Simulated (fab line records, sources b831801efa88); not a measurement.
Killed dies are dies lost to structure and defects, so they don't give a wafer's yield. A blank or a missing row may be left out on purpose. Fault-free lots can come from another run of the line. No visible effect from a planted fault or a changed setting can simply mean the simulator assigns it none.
The tool behind it: which one? / flow sky130 / 7 lots (21 wafers sampled), 1 step of a 708-step route

## WHAT THE GAUGES SHOWED, per wafer
SKY_FIELD_ISO_THK_MEAS_02.
lot=L145; measured=day 1 21:39; on=film_metro-01; FIELD_ISO_OXIDATION_00_THK (nm)=11.47 11.70 11.87
lot=L149; measured=day 2 18:19; on=film_metro-03; FIELD_ISO_OXIDATION_00_THK (nm)=11.95 11.71 11.96
lot=L151; measured=day 3 03:38; on=film_metro-03; FIELD_ISO_OXIDATION_00_THK (nm)=12.29 12.42 12.40
lot=L153; measured=day 3 13:38; on=film_metro-03; FIELD_ISO_OXIDATION_00_THK (nm)=11.67 11.58 11.71
lot=L161; measured=day 5 06:25; on=film_metro-03; FIELD_ISO_OXIDATION_00_THK (nm)=11.91 12.11 11.82
lot=L164; measured=day 5 21:40; on=film_metro-01; FIELD_ISO_OXIDATION_00_THK (nm)=12.37 12.41 12.21
lot=L166; measured=day 6 13:59; on=film_metro-01; FIELD_ISO_OXIDATION_00_THK (nm)=12.52 12.54 12.61

## TOOL THAT RAN EACH LOT (tool first, then ch and the chambers of the sampled wafers, then the start)
The record holds no process step before these readings.

## THE ANSWER, worked out from the rows above alone
Rule: the usual values come from the lots themselves. Put in order of their means at a reading, lots are off if they are a third of the lots or fewer, leave a main group of 4 or more, and stand apart from it by a gap of 3 or more times the standard deviation of the main group's means; of several such gaps the widest counts. Not used: any main group whose means are identical at the precision the tables above print for the reading. Also off: a lot with no number at a reading for which 4 or more lots have one. Any other lot the step has rows for is counted as sound.
Across all readings shown, no lot is off: no conclusion can be drawn from this.

## WHAT THE SIMULATOR HAD INSERTED
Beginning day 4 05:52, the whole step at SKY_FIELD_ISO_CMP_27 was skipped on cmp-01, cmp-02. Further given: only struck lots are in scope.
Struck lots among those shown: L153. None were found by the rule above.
